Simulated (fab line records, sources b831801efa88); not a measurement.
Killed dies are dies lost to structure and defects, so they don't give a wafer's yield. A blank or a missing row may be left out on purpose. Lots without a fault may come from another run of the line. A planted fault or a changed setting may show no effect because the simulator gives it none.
fab line records | flow sky130
record lots=6 wafers=18 last_day=49
route steps=708 shown DNWELL@41 PWDE@45 NWELL@56 PAD_OPEN@708
lots that met no fault: from a run of the same line without faults
start_h: hours from the record's first day to the start of the lot's first wafer shown | wait_h: hours since the lot's step before | " the same as in the row above | L1.1+2: a row that stands for several wafers | - no value, or no start given | * or withheld: withheld | < > ~ a bound
route shown NAME@n: a module of which the file shows steps, and the number in the route of the first | usual: mean/standard deviation of fault-free wafers | same: alike in all rows | chamber/n: place in a boat | sites: the reading at each site | _std_site: their standard deviation | _edge_site: outer sites' mean less inner sites' | radius_mm: how far each site lies from the wafer's centre | mask NAME#n: copy n | behind: the tool/chamber that last shaped the wafer | hold: why the lot was held/for how many hours/how that ended | device: the transistor (n, p or np) that didn't switch | end of line: the same wafers' tests at the end of the route | a step without rows: its recipe alone | killed: dies lost to structure and defects at the first sort, not the wafer's yield | map: a wafer's dies, x killed, . not, _ none there
set.NAME: the setting as run; set.NAME@STEP: as run at that earlier step | model.NAME: the simulator's own value behind a step, which no gauge read
lots at some steps of the route; a table a step, a row a wafer
services: from which hour (start_h, from the record's first day; less than 0 if before it) a tool's chamber was out of use, for how many hours, and why
## steps
# step SKY_DNWELL_DEVELOP_06
# recipe wall_angle_deg=90 developer=TMAH develop_time_s=60 dev_temp_c=23
# step SKY_DNWELL_IMPLANT_07
# recipe species=P energy_kev=withheld dose_cm2=withheld tilt_deg=withheld
# step SKY_DNWELL_STRIP_08
# recipe chemistry=O2/N2 power_w=1400 pressure_mtorr=1500 platen_temp_c=withheld o2_flow_sccm=3000 n2_flow_sccm=300 overash_fraction=0.5
# usual chamber_pressure_mTorr=1500.0/1.3 drypump_motor_current_A=6.00/0.29 oes_product_au=0.723/0.0046 strip_time_to_endpoint_s=36.94/0.12
# same overash_fraction=0.5
# columns lot.wafer tool chamber start_h wait_h chamber_pressure_mTorr drypump_motor_current_A oes_product_au rf_hours_counter_h strip_time_to_endpoint_s
L714.1 plasma_asher-02 1 83.02 0.1 1498.5 5.53 0.721 37 37.04
L714.4 " 1 " " 1499.8 5.53 0.720 - 37.13
L714.6 " 0 " " 1500.9 6.38 0.725 - 37.14
L720.1 plasma_asher-02 0 114.04 0.1 1499.0 6.37 0.728 42 36.84
L720.2 " 1 " " 1500.7 5.53 0.727 42 36.81
L720.3 " 1 " " 1497.9 5.52 0.713 - 36.81
L722.3 plasma_asher-02 0 128.57 0.1 1500.5 6.37 0.729 - 36.87
L722.5 " 0 " " 1500.0 6.37 0.720 - 36.95
L722.6 " 1 " " 1498.6 5.53 0.719 - 36.83
L724.2 plasma_asher-02 0 136.71 0.1 1499.4 6.37 0.716 44 36.74
L724.3 " 0 " " 1500.8 6.37 0.727 - 36.75
L724.5 " 1 " " 1499.6 5.51 0.726 - 36.88
L725.1 plasma_asher-02 0 139.47 0.1 1499.6 6.36 0.723 45 36.89
L725.2 " 1 " " 1501.0 5.54 0.721 45 36.88
L725.6 " 0 " " 1499.4 6.36 0.727 - 36.96
L726.1 plasma_asher-04 1 144.25 0.1 1500.3 5.98 0.722 33 36.71
L726.2 " 0 " " 1500.5 6.06 0.718 33 36.86
L726.3 " 0 " " 1501.3 6.06 0.724 - 36.77
# step SKY_DNWELL_TW_MEAS_09
# usual DNWELL_TW=1123/12
# columns lot.wafer tool chamber start_h wait_h DNWELL_TW
L714.1 film_metro-03 - 83.12 0.1 1118
L714.4 " - " " 1119
L714.6 " - " " 1116
L720.1 film_metro-03 - 114.14 0.1 1119
L720.2 " - " " 1114
L720.3 " - " " 1110
L722.3 film_metro-03 - 128.66 0.1 1108
L722.5 " - " " 1103
L722.6 " - " " 1104
L724.2 film_metro-02 - 136.82 0.1 1117
L724.3 " - " " 1113
L724.5 " - " " 1121
L725.1 film_metro-03 - 139.57 0.1 1115
L725.2 " - " " 1116
L725.6 " - " " 1115
L726.1 film_metro-01 - 144.35 0.1 1140
L726.2 " - " " 1143
L726.3 " - " " 1146
# step SKY_PWDE_DEHYDRATE_00
# recipe temp_c=200 time_s=60
# step SKY_PWDE_HMDS_01
# recipe prime_time_s=60 prime_temp_c=120
# step SKY_PWDE_COAT_02
# recipe spin_rpm=1972 resist_thk_nm=3000
# step SKY_PWDE_SOFTBAKE_03
# recipe temp_c=110 time_s=withheld
# step SKY_PWDE_EXPOSE_04
# recipe mask_id=PWDEM na=0.6 source_shape=conventional sigma_outer=0.6 polarization=unpolarized target_cd_nm=840 dose_mj=214
# step SKY_PWDE_PEB_05
# recipe temp_c=115 time_s=withheld
# step SKY_PWDE_DEVELOP_06
# recipe wall_angle_deg=90 developer=TMAH develop_time_s=60 dev_temp_c=23
# step SKY_PWDE_OVL_MEAS_07
# usual PWDE_OVL=-0.5/1.2
# columns lot.wafer tool chamber start_h wait_h PWDE_OVL[nm]
L714.1 overlay-02 - 100.91 - -2.1
L714.4 " - " " -1.5
L714.6 " - " " -2.1
L720.1 overlay-02 - 131.87 - 1.1
L720.2 " - " " 0.1
L720.3 " - " " 1.3
L722.3 overlay-01 - 148.17 - -0.7
L722.5 " - " " -0.3
L722.6 " - " " -0.4
L724.2 overlay-02 - 155.67 - -0.9
L724.3 " - " " -1.6
L724.5 " - " " 1.0
L725.1 overlay-01 - 158.12 - -2.4
L725.2 " - " " -0.4
L725.6 " - " " -1.5
L726.1 overlay-02 - 162.27 - -2.0
L726.2 " - " " -2.4
L726.3 " - " " -3.1
# step SKY_PWDE_IMPLANT_08
# recipe species=B energy_kev=150 dose_cm2=3.6e+12 tilt_deg=withheld
# usual beam_on_s=10.01/0.2 faraday_current_uA=20.3/0.41
# columns lot.wafer tool chamber start_h wait_h beam_on_s faraday_current_uA
L714.1 implanter-03 0 100.95 0.0 9.66 21.0
L714.4 " 0 " " 9.73 20.8
L714.6 " 0 " " 10.32 19.8
L720.1 implanter-01 0 131.90 0.0 10.02 20.2
L720.2 " 0 " " 10.11 19.9
L720.3 " 0 " " 10.10 20.0
L722.3 implanter-03 0 148.25 0.1 13.50 15.0
L722.5 " 0 " " 13.22 15.3
L722.6 " 0 " " 13.25 15.4
L724.2 implanter-03 0 155.72 0.0 13.75 14.8
L724.3 " 0 " " 13.55 15.0
L724.5 " 0 " " 13.43 15.2
L725.1 implanter-01 0 158.15 0.0 9.81 20.7
L725.2 " 0 " " 9.80 20.7
L725.6 " 0 " " 10.17 19.9
L726.1 implanter-01 0 162.30 0.0 10.01 20.2
L726.2 " 0 " " 10.19 20.0
L726.3 " 0 " " 10.24 19.8
# step SKY_PWDE_STRIP_09
# recipe chemistry=O2/N2 power_w=1400 pressure_mtorr=1500 platen_temp_c=withheld o2_flow_sccm=3000 n2_flow_sccm=300 overash_fraction=0.5
# usual chamber_pressure_mTorr=1499.9/1.4 drypump_motor_current_A=5.91/0.16 oes_product_au=0.723/0.0043 strip_time_to_endpoint_s=37.16/0.11
# same overash_fraction=0.5
# columns lot.wafer tool chamber start_h wait_h chamber_pressure_mTorr drypump_motor_current_A oes_product_au rf_hours_counter_h strip_time_to_endpoint_s
L714.1 plasma_asher-01 1 101.10 0.1 1499.5 5.74 0.725 45 37.02
L714.4 " 0 " " 1498.1 5.68 0.723 - 37.12
L714.6 " 1 " " 1500.6 5.76 0.734 - 37.01
L720.1 plasma_asher-04 1 132.05 0.1 1501.1 5.99 0.722 31 37.19
L720.2 " 0 " " 1499.7 6.05 0.724 31 37.18
L720.3 " 0 " " 1500.9 6.05 0.722 - 37.20
L722.3 plasma_asher-04 1 148.38 0.1 1499.6 5.99 0.717 - 37.20
L722.5 " 0 " " 1502.0 6.04 0.728 - 37.19
L722.6 " 1 " " 1499.2 6.01 0.723 - 37.15
L724.2 plasma_asher-03 1 155.85 0.1 1500.0 5.90 0.725 1 37.26
L724.3 " 1 " " 1500.0 5.96 0.722 - 37.35
L724.5 " 1 " " 1499.9 5.93 0.726 - 37.29
L725.1 plasma_asher-01 1 158.30 0.1 1498.9 5.73 0.724 53 37.19
L725.2 " 0 " " 1499.5 5.72 0.717 53 37.13
L725.6 " 0 " " 1497.4 5.72 0.719 - 37.18
L726.1 plasma_asher-03 0 162.45 0.1 1497.1 6.16 0.724 2 37.00
L726.2 " 1 " " 1498.3 5.91 0.732 2 37.00
L726.3 " 1 " " 1498.5 5.95 0.729 - 37.00
# step SKY_PWDE_TW_MEAS_10
# usual PWDE_TW=378/4.2
# columns lot.wafer tool chamber start_h wait_h PWDE_TW
L714.1 film_metro-01 - 101.20 0.1 382
L714.4 " - " " 381
L714.6 " - " " 379
L720.1 film_metro-01 - 132.15 0.1 383
L720.2 " - " " 383
L720.3 " - " " 383
L722.3 film_metro-02 - 148.47 0.1 413
L722.5 " - " " 411
L722.6 " - " " 412
L724.2 film_metro-03 - 155.96 0.1 407
L724.3 " - " " 408
L724.5 " - " " 410
L725.1 film_metro-01 - 158.40 0.1 384
L725.2 " - " " 384
L725.6 " - " " 386
L726.1 film_metro-01 - 162.55 0.1 384
L726.2 " - " " 386
L726.3 " - " " 383
# step SKY_NWELL_DEHYDRATE_03
# recipe temp_c=200 time_s=60
# step SKY_NWELL_HMDS_04
# recipe prime_time_s=60 prime_temp_c=120
# step SKY_NWELL_COAT_05
# recipe spin_rpm=2000 resist_thk_nm=3000
# step SKY_NWELL_SOFTBAKE_06
# recipe temp_c=110 time_s=withheld
# step SKY_NWELL_EXPOSE_07
# recipe mask_id=NWM na=0.6 source_shape=conventional sigma_outer=0.6 polarization=unpolarized target_cd_nm=840 dose_mj=255
# step SKY_NWELL_PEB_08
# recipe temp_c=115 time_s=withheld
# step SKY_NWELL_DEVELOP_09
# recipe wall_angle_deg=90 developer=TMAH develop_time_s=60 dev_temp_c=23
# step SKY_NWELL_OVL_MEAS_10
# usual NWELL_00_OVL=0.2/1.8
# columns lot.wafer tool chamber start_h wait_h NWELL_00_OVL[nm]
L714.1 overlay-01 - 118.37 - 3.9
L714.4 " - " " 1.1
L714.6 " - " " 1.7
L720.1 overlay-01 - 151.34 - -0.5
L720.2 " - " " 0.6
L720.3 " - " " -0.8
L722.3 overlay-02 - 166.92 - 0.3
L722.5 " - " " 1.2
L722.6 " - " " 0.3
L724.2 overlay-01 - 175.72 - -2.1
L724.3 " - " " -2.0
L724.5 " - " " -0.7
L725.1 overlay-01 - 179.11 - 0.4
L725.2 " - " " 0.2
L725.6 " - " " 0.9
L726.1 overlay-02 - 183.19 - 0.2
L726.2 " - " " -1.1
L726.3 " - " " -1.4
# step SKY_NWELL_IMPLANT_11
# recipe species=P energy_kev=400 dose_cm2=1.9e+13 tilt_deg=withheld
# step SKY_NWELL_IMPLANT_12
# recipe species=P energy_kev=120 dose_cm2=1.3e+12 tilt_deg=withheld
# step SKY_NWELL_IMPLANT_13
# recipe species=P energy_kev=50 dose_cm2=7e+11 tilt_deg=withheld
# step SKY_NWELL_STRIP_14
# recipe chemistry=O2/N2 power_w=1400 pressure_mtorr=1500 platen_temp_c=withheld o2_flow_sccm=3000 n2_flow_sccm=300 overash_fraction=0.5207
# usual chamber_pressure_mTorr=1499.9/1.4 drypump_motor_current_A=5.87/0.29 oes_product_au=0.716/0.0045 strip_time_to_endpoint_s=36.99/0.1
# same overash_fraction=0.5207
# columns lot.wafer tool chamber start_h wait_h chamber_pressure_mTorr drypump_motor_current_A oes_product_au rf_hours_counter_h strip_time_to_endpoint_s
L714.1 plasma_asher-02 1 118.85 0.1 1499.7 5.53 0.720 42 36.97
L714.4 " 1 " " 1496.7 5.52 0.719 - 37.00
L714.6 " 0 " " 1500.6 6.37 0.720 - 36.92
L720.1 plasma_asher-02 0 151.82 0.1 1499.1 6.38 0.707 46 36.95
L720.2 " 1 " " 1497.0 5.54 0.715 46 36.85
L720.3 " 0 " " 1498.8 6.40 0.716 - 37.02
L722.3 plasma_asher-02 0 167.43 0.1 1500.0 6.38 0.713 - 37.00
L722.5 " 0 " " 1501.2 6.38 0.716 - 36.94
L722.6 " 1 " " 1500.9 5.53 0.724 - 36.97
L724.2 plasma_asher-02 1 176.20 0.1 1498.2 5.52 0.713 48 36.95
L724.3 " 1 " " 1500.6 5.52 0.719 - 37.03
L724.5 " 1 " " 1498.8 5.52 0.717 - 36.89
L725.1 plasma_asher-01 0 179.60 0.1 1499.1 5.72 0.717 55 36.94
L725.2 " 1 " " 1499.5 5.75 0.720 55 37.02
L725.6 " 0 " " 1502.1 5.73 0.720 - 36.92
L726.1 plasma_asher-03 0 183.67 0.1 1499.0 6.16 0.716 4 36.97
L726.2 " 1 " " 1500.1 5.96 0.720 4 36.90
L726.3 " 1 " " 1499.8 5.94 0.714 - 36.90
# step SKY_NWELL_TW_MEAS_15
# usual NWELL_TW=1834/20
# columns lot.wafer tool chamber start_h wait_h NWELL_TW
L714.1 film_metro-01 - 118.95 0.1 1865
L714.4 " - " " 1849
L714.6 " - " " 1854
L720.1 film_metro-02 - 151.92 0.1 1836
L720.2 " - " " 1833
L720.3 " - " " 1831
L722.3 film_metro-01 - 167.52 0.1 1878
L722.5 " - " " 1872
L722.6 " - " " 1871
L724.2 film_metro-03 - 176.31 0.1 1831
L724.3 " - " " 1826
L724.5 " - " " 1818
L725.1 film_metro-03 - 179.70 0.1 1833
L725.2 " - " " 1823
L725.6 " - " " 1833
L726.1 film_metro-02 - 183.77 0.1 1832
L726.2 " - " " 1828
L726.3 " - " " 1827
# step SKY_NWELL_DEHYDRATE_16
# recipe temp_c=200 time_s=60
# step SKY_NWELL_HMDS_17
# recipe prime_time_s=60 prime_temp_c=120
# step SKY_NWELL_COAT_18
# recipe spin_rpm=2000 resist_thk_nm=3000
# step SKY_NWELL_SOFTBAKE_19
# recipe temp_c=110 time_s=withheld
# step SKY_NWELL_EXPOSE_20
# recipe mask_id=NWM_COMPLEMENT na=0.6 source_shape=conventional sigma_outer=0.6 polarization=unpolarized target_cd_nm=840 dose_mj=260
# step SKY_NWELL_PEB_21
# recipe temp_c=115 time_s=withheld
# step SKY_NWELL_DEVELOP_22
# recipe wall_angle_deg=90 developer=TMAH develop_time_s=60 dev_temp_c=23
# step SKY_NWELL_OVL_MEAS_23
# usual NWELL_01_OVL=0.8/1.6
# columns lot.wafer tool chamber start_h wait_h NWELL_01_OVL[nm]
L714.1 overlay-01 - 137.07 - -0.6
L714.4 " - " " -1.8
L714.6 " - " " -1.3
L720.1 overlay-02 - 171.94 - 0.0
L720.2 " - " " -0.5
L720.3 " - " " 0.3
L722.3 overlay-01 - 188.62 - 2.0
L722.5 " - " " 2.2
L722.6 " - " " 2.2
L724.2 overlay-01 - 196.99 - 1.6
L724.3 " - " " 3.0
L724.5 " - " " 3.0
L725.1 overlay-02 - 201.51 - -1.4
L725.2 " - " " -1.9
L725.6 " - " " -0.7
L726.1 overlay-02 - 204.34 - 1.8
L726.2 " - " " 1.6
L726.3 " - " " 3.0
# step SKY_NWELL_IMPLANT_24
# recipe species=B energy_kev=140 dose_cm2=9.2e+12 tilt_deg=withheld
# step SKY_NWELL_STRIP_25
# recipe chemistry=O2/N2 power_w=1400 pressure_mtorr=1500 platen_temp_c=withheld o2_flow_sccm=3000 n2_flow_sccm=300 overash_fraction=0.5
# usual chamber_pressure_mTorr=1500.2/1.4 drypump_motor_current_A=5.89/0.27 oes_product_au=0.723/0.0045 strip_time_to_endpoint_s=36.98/0.098
# same overash_fraction=0.5
# columns lot.wafer tool chamber start_h wait_h chamber_pressure_mTorr drypump_motor_current_A oes_product_au rf_hours_counter_h strip_time_to_endpoint_s
L714.1 plasma_asher-01 0 137.25 0.1 1501.5 5.72 0.724 50 36.97
L714.4 " 1 " " 1502.2 5.76 0.722 - 36.95
L714.6 " 0 " " 1501.3 5.71 0.726 - 37.05
L720.1 plasma_asher-02 0 172.12 0.1 1502.8 6.36 0.726 48 36.92
L720.2 " 1 " " 1501.8 5.53 0.720 48 36.93
L720.3 " 0 " " 1501.4 6.35 0.724 - 36.86
L722.3 plasma_asher-03 0 188.83 0.1 1500.3 6.13 0.728 - 36.98
L722.5 " 1 " " 1497.5 5.94 0.722 - 36.93
L722.6 " 0 " " 1499.4 6.11 0.715 - 37.00
L724.2 plasma_asher-02 1 197.17 0.1 1498.5 5.52 0.718 50 36.95
L724.3 " 1 " " 1502.0 5.51 0.726 - 36.92
L724.5 " 0 " " 1499.5 6.37 0.724 - 36.97
L725.1 plasma_asher-01 1 202.55 0.1 1497.9 5.73 0.727 57 37.17
L725.2 " 0 " " 1499.9 5.68 0.717 57 37.17
L725.6 " 1 " " 1501.9 5.73 0.720 - 37.13
L726.1 plasma_asher-03 0 204.52 0.1 1499.5 6.15 0.716 6 36.85
L726.2 " 1 " " 1501.4 5.97 0.714 6 36.86
L726.3 " 0 " " 1498.5 6.16 0.718 - 36.90
# step SKY_NWELL_TW_MEAS_26
# usual NWELL_2_TW=500/5.5
# columns lot.wafer tool chamber start_h wait_h NWELL_2_TW
L714.1 film_metro-01 - 137.35 0.1 508
L714.4 " - " " 508
L714.6 " - " " 506
L720.1 film_metro-02 - 172.22 0.1 500
L720.2 " - " " 497
L720.3 " - " " 498
L722.3 film_metro-02 - 188.92 0.1 496
L722.5 " - " " 497
L722.6 " - " " 498
L724.2 film_metro-01 - 197.28 0.1 507
L724.3 " - " " 509
L724.5 " - " " 507
L725.1 film_metro-01 - 202.65 0.1 507
L725.2 " - " " 508
L725.6 " - " " 508
L726.1 film_metro-03 - 204.62 0.1 496
L726.2 " - " " 495
L726.3 " - " " 494
# step SKY_NWELL_CLEAN_27
# recipe chemistry=SC1/SC2 mix=1:4:20 temp_c=70 time_s=150 dry=n2_spin
# step SKY_NWELL_RTA_28
# recipe temp_c=1050 time_s=30 idle_temp_c=650 ramp_up_c_per_s=150 ramp_down_c_per_s=90 ambient=N2
# usual anneal_temp_c_max=1055.1/1 lamp_power_pct=25.31/0.054 wafer_temp_C_max=1054.9/1
# columns lot.wafer tool chamber start_h wait_h anneal_temp_c_max lamp_power_pct wafer_temp_C_max
L714.1 rtp_anneal-02 0 137.46 0.0 1054.1 25.26 1055.3
L714.4 " 0 " " 1053.9 25.29 1054.3
L714.6 " 0 " " 1055.6 25.29 1054.8
L720.1 rtp_anneal-01 0 172.34 0.0 1055.6 25.32 1055.1
L720.2 " 0 " " 1054.8 25.37 1054.4
L720.3 " 0 " " 1055.5 25.39 1056.3
L722.3 rtp_anneal-02 0 189.04 0.0 1052.7 25.23 1055.1
L722.5 " 0 " " 1055.6 25.32 1055.2
L722.6 " 0 " " 1055.4 25.25 1056.4
L724.2 rtp_anneal-02 0 197.40 0.0 1054.7 25.32 1053.6
L724.3 " 0 " " 1054.2 25.28 1054.7
L724.5 " 0 " " 1054.3 25.27 1054.7
L725.1 rtp_anneal-01 0 202.76 0.0 1055.6 25.30 1053.8
L725.2 " 0 " " 1054.6 25.36 1054.1
L725.6 " 0 " " 1053.3 25.37 1055.3
L726.1 rtp_anneal-01 0 204.74 0.0 1054.9 25.38 1054.5
L726.2 " 0 " " 1054.8 25.40 1055.5
L726.3 " 0 " " 1055.3 25.34 1054.9
# step SKY_NWELL_RS_MEAS_29
# recipe thk_meas_gauge=four-point-probe
# usual NWELL_RS=624.9/1.8
# columns lot.wafer tool chamber start_h wait_h NWELL_RS[ohm/sq]
L714.1 film_metro-03 - 137.56 0.1 622.9
L714.4 " - " " 624.4
L714.6 " - " " 624.5
L720.1 film_metro-03 - 172.44 0.1 626.3
L720.2 " - " " 627.6
L720.3 " - " " 628.2
L722.3 film_metro-02 - 189.15 0.1 623.6
L722.5 " - " " 622.2
L722.6 " - " " 623.4
L724.2 film_metro-01 - 197.50 0.1 625.7
L724.3 " - " " 625.1
L724.5 " - " " 623.8
L725.1 film_metro-02 - 202.86 0.1 623.9
L725.2 " - " " 622.0
L725.6 " - " " 624.5
L726.1 film_metro-02 - 204.84 0.1 622.4
L726.2 " - " " 623.4
L726.3 " - " " 622.7
# step SKY_NWELL_RS_MEAS_31
# recipe thk_meas_gauge=four-point-probe
# usual PWDE_RS=5270/18
# columns lot.wafer tool chamber start_h wait_h PWDE_RS[ohm/sq]
L714.1 film_metro-03 - 137.80 0.1 5287
L714.4 " - " " 5265
L714.6 " - " " 5275
L720.1 film_metro-03 - 172.68 0.1 5276
L720.2 " - " " 5265
L720.3 " - " " 5267
L722.3 film_metro-02 - 189.39 0.1 4200
L722.5 " - " " 4207
L722.6 " - " " 4222
L724.2 film_metro-01 - 197.74 0.1 4202
L724.3 " - " " 4202
L724.5 " - " " 4206
L725.1 film_metro-02 - 203.10 0.1 5263
L725.2 " - " " 5252
L725.6 " - " " 5251
L726.1 film_metro-02 - 205.08 0.1 5251
L726.2 " - " " 5256
L726.3 " - " " 5261
# step SKY_PAD_OPEN_PROBE_99
# usual killed_at_M0_to_M3=43/7.6 killed_at_M4_up=2.8/1.9 killed_at_contacts=24/4.7 killed_at_front_end=16/4.4 killed_at_other=0.2/0.4 killed_dies=86/9.9 killed_open=47/8.2 killed_short=39/6.3
# same gross_dies=492 killed_at_back_side=0
# columns lot.wafer tool chamber start_h wait_h killed_at_M0_to_M3 killed_at_M4_up killed_at_contacts killed_at_front_end killed_at_other killed_dies killed_open killed_short model.etest.res_p_drift_20v.line_ohm_um model.etest.res_p_drift_20v.rs_ohm_sq model.etest.res_pwde_under_gate.rs_ohm_sq
L714.1 prober-02 - 1116.21 0.1 41 1 29 23 0 94 58 36 1.036e+04 8718 6199
L714.4 prober-02 - 1116.36 0.2 54 0 26 17 0 97 52 45 1.119e+04 9304 6210
L714.6 prober-02 - 1116.46 0.2 53 3 23 9 0 88 39 49 1.143e+04 9373 6176
L720.1 prober-02 - 1138.53 0.1 52 4 18 18 1 93 46 47 1.257e+04 1.041e+04 6116
L720.2 prober-02 - 1138.58 0.1 41 0 20 16 0 77 41 36 1.233e+04 1.026e+04 6123
L720.3 prober-02 - 1138.63 0.2 39 3 28 19 0 89 46 43 1.206e+04 9944 6123
L722.3 prober-02 - 1156.69 0.2 36 5 30 19 0 90 41 49 8765 7195 4766
L722.5 prober-02 - 1156.79 0.2 31 2 31 21 0 85 47 38 8883 7316 4810
L722.6 prober-02 - 1156.84 0.2 43 2 35 15 0 95 52 43 8825 7313 4786
L724.2 prober-02 - 1164.21 0.1 50 6 33 14 1 104 67 37 8312 6938 4741
L724.3 prober-02 - 1164.26 0.2 33 3 25 27 0 88 43 45 8448 6902 4716
L724.5 prober-02 - 1164.36 0.2 50 7 26 17 0 100 64 36 8462 6903 4728
L725.1 prober-01 - 1170.57 0.1 46 1 27 15 0 89 48 41 1.154e+04 9639 6334
L725.2 prober-01 - 1170.62 0.1 40 0 25 10 0 75 43 32 1.307e+04 1.057e+04 6287
L725.6 prober-01 - 1170.82 0.2 37 0 25 15 0 77 50 27 1.282e+04 1.036e+04 6285
L726.1 prober-02 - 1174.19 0.1 40 1 26 14 1 82 48 34 1.183e+04 9880 6141
L726.2 prober-02 - 1174.24 0.1 51 1 19 16 0 87 51 36 1.168e+04 9564 6188
L726.3 prober-02 - 1174.29 0.2 39 1 20 17 0 77 45 32 1.132e+04 9415 6167
# killed by level:class
L714.1 LI_CONTACT:geometric_particle:open=11 VIA1:geometric_particle:open=11 FIELD_ISO:geometric_particle:open=8 CONTACT:geometric_particle:open=8 VIA2:geometric_particle:open=7 METAL2:geometric_particle:short=5 VIA3:geometric_particle:open=5 FIELD_ISO:geometric_particle:short=4
L714.4 VIA1:geometric_particle:open=13 CONTACT:geometric_particle:open=13 VIA3:geometric_particle:open=10 METAL1:geometric_particle:short=9 VIA1:geometric_particle:short=7 LI_CONTACT:geometric_particle:open=6 FIELD_ISO:geometric_particle:short=5 METAL2:geometric_particle:short=5
L714.6 VIA1:geometric_particle:open=17 METAL2:geometric_particle:short=9 LI_CONTACT:geometric_particle:short=7 METAL1:geometric_particle:short=7 VIA1:geometric_particle:short=6 CONTACT:geometric_particle:open=5 VIA3:geometric_particle:short=5 LI_CONTACT:geometric_particle:open=5
L720.1 FIELD_ISO:geometric_particle:short=9 VIA2:geometric_particle:open=9 CONTACT:geometric_particle:open=9 METAL3:geometric_particle:short=9 VIA1:geometric_particle:open=8 METAL1:geometric_particle:short=6 VIA3:geometric_particle:open=6 LI_CONTACT:geometric_particle:open=5
L720.2 CONTACT:geometric_particle:open=9 METAL1:geometric_particle:short=9 VIA2:geometric_particle:open=8 METAL2:geometric_particle:short=7 LI_CONTACT:geometric_particle:open=6 FIELD_ISO:geometric_particle:open=5 VIA3:geometric_particle:open=5 FIELD_ISO:geometric_particle:short=3
L720.3 CONTACT:geometric_particle:open=9 POLY_GATE:geometric_particle:open=8 CONTACT:geometric_particle:short=7 VIA2:geometric_particle:open=7 METAL2:geometric_particle:short=7 LOCAL_INTERCONNECT:geometric_particle:short=6 VIA1:geometric_particle:open=5 METAL3:geometric_particle:short=5
L722.3 CONTACT:geometric_particle:open=9 METAL1:geometric_particle:short=9 LI_CONTACT:geometric_particle:open=8 POLY_GATE:geometric_particle:open=5 METAL2:geometric_particle:short=5 CONTACT:geometric_particle:short=5 FIELD_ISO:geometric_particle:short=4 VIA2:geometric_particle:open=4
L722.5 CONTACT:geometric_particle:open=12 FIELD_ISO:geometric_particle:open=7 LI_CONTACT:geometric_particle:open=7 VIA1:geometric_particle:open=6 VIA2:geometric_particle:open=5 FIELD_ISO:geometric_particle:short=4 METAL1:geometric_particle:short=4 LI_CONTACT:geometric_particle:short=4
L722.6 CONTACT:geometric_particle:open=16 VIA1:geometric_particle:open=9 CONTACT:geometric_particle:short=8 VIA2:geometric_particle:open=8 METAL1:geometric_particle:short=6 LI_CONTACT:geometric_particle:open=6 FIELD_ISO:geometric_particle:short=5 FIELD_ISO:geometric_particle:open=4
L724.2 VIA1:geometric_particle:open=16 CONTACT:geometric_particle:open=14 LI_CONTACT:geometric_particle:open=11 VIA3:geometric_particle:open=7 METAL1:geometric_particle:short=6 VIA2:geometric_particle:open=5 POLY_GATE:geometric_particle:open=4 METAL4:geometric_particle:short=4
L724.3 CONTACT:geometric_particle:open=13 FIELD_ISO:geometric_particle:short=10 METAL1:geometric_particle:short=8 LI_CONTACT:geometric_particle:open=6 METAL2:geometric_particle:short=6 VIA1:geometric_particle:open=6 FIELD_ISO:geometric_particle:open=5 POLY_GATE:geometric_particle:short=5
L724.5 VIA1:geometric_particle:open=20 CONTACT:geometric_particle:open=13 VIA2:geometric_particle:open=9 METAL4:geometric_particle:short=6 FIELD_ISO:geometric_particle:open=5 METAL1:geometric_particle:short=4 SPACER:geometric_particle:short=4 VIA3:geometric_particle:open=4
L725.1 VIA1:geometric_particle:open=10 CONTACT:geometric_particle:open=8 LI_CONTACT:geometric_particle:open=8 VIA3:geometric_particle:open=7 VIA1:geometric_particle:short=6 METAL1:geometric_particle:short=6 VIA2:geometric_particle:open=6 POLY_GATE:geometric_particle:short=5
L725.2 VIA1:geometric_particle:open=12 CONTACT:geometric_particle:open=8 LI_CONTACT:geometric_particle:open=7 METAL2:geometric_particle:short=7 METAL1:geometric_particle:short=6 FIELD_ISO:geometric_particle:short=4 LOCAL_INTERCONNECT:geometric_particle:short=4 VIA3:geometric_particle:open=4
L725.6 VIA1:geometric_particle:open=11 CONTACT:geometric_particle:open=10 LI_CONTACT:geometric_particle:open=8 VIA2:geometric_particle:open=7 POLY_GATE:geometric_particle:open=6 POLY_GATE:geometric_particle:short=6 VIA3:geometric_particle:open=5 CONTACT:geometric_particle:short=4
L726.1 METAL2:geometric_particle:short=9 CONTACT:geometric_particle:open=8 VIA2:geometric_particle:open=8 VIA1:geometric_particle:open=7 LI_CONTACT:geometric_particle:open=7 POLY_GATE:geometric_particle:open=5 LOCAL_INTERCONNECT:geometric_particle:short=5 FIELD_ISO:geometric_particle:open=4
L726.2 VIA1:geometric_particle:open=9 VIA2:geometric_particle:open=8 VIA1:geometric_particle:short=7 VIA3:geometric_particle:open=7 METAL1:geometric_particle:short=6 LOCAL_INTERCONNECT:geometric_particle:short=6 CONTACT:geometric_particle:open=6 FIELD_ISO:geometric_particle:open=5
L726.3 VIA1:geometric_particle:open=8 CONTACT:geometric_particle:open=7 LI_CONTACT:geometric_particle:open=6 VIA3:geometric_particle:open=6 VIA1:geometric_particle:short=6 METAL2:geometric_particle:short=6 POLY_GATE:geometric_particle:open=5 FIELD_ISO:geometric_particle:short=4
## services
# columns tool chamber start_h hours kind
implanter-01 - 77.05 1.6 repair
implanter-03 - 87.42 0.6 repair
plasma_asher-04 - 87.45 26.7 repair
implanter-03 - 87.50 1.4 repair
plasma_asher-04 - 102.64 3.3 repair
plasma_asher-03 - 108.75 9.0 pm
plasma_asher-03 0 108.75 9.0 vent_cycle
plasma_asher-03 1 108.75 9.0 vent_cycle
plasma_asher-03 0 117.75 - clean
plasma_asher-03 1 117.75 - clean
implanter-03 - 126.62 0.6 repair
plasma_asher-03 - 129.83 25.0 pm
plasma_asher-02 - 141.49 2.5 repair
implanter-03 - 162.80 5.8 repair
## key
first_sign step=SKY_PWDE_IMPLANT_08 reading=beam_on_s direction=up sigmas=17 usual=10.01 struck=13.45
effect step=SKY_PWDE_IMPLANT_08 reading=faraday_current_uA direction=down sigmas=13 usual=20.3 struck=15.1
effect step=SKY_PWDE_TW_MEAS_10 reading=PWDE_TW direction=up sigmas=7.6 usual=378 struck=410
effect step=SKY_NWELL_RS_MEAS_31 reading=PWDE_RS direction=down sigmas=60 usual=5270 struck=4207
model_effect step=SKY_PAD_OPEN_PROBE_99 value=etest.res_p_drift_20v.line_ohm_um without=1.114e+04 struck=8616
met_at SKY_PWDE_IMPLANT_08
struck_wafers L722.3,L722.5,L722.6,L724.2,L724.3,L724.5
tester_left_out L722,L724
onset_between 100.95 148.25
fault kind=process_parameter_drift tool=implanter-03 chamber=- onset_h=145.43 steps=SKY_PWDE_IMPLANT_08 channel=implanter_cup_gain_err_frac offset=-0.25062 shape=step end_h=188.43
# tester_left_out: of these lots the tester's yield and bins aren't shown, on N5 and GAA mostly nor the transistor test; their killed dies are dies lost to structure and defects alone, not to doping, threshold or leakage, so they don't give the yield
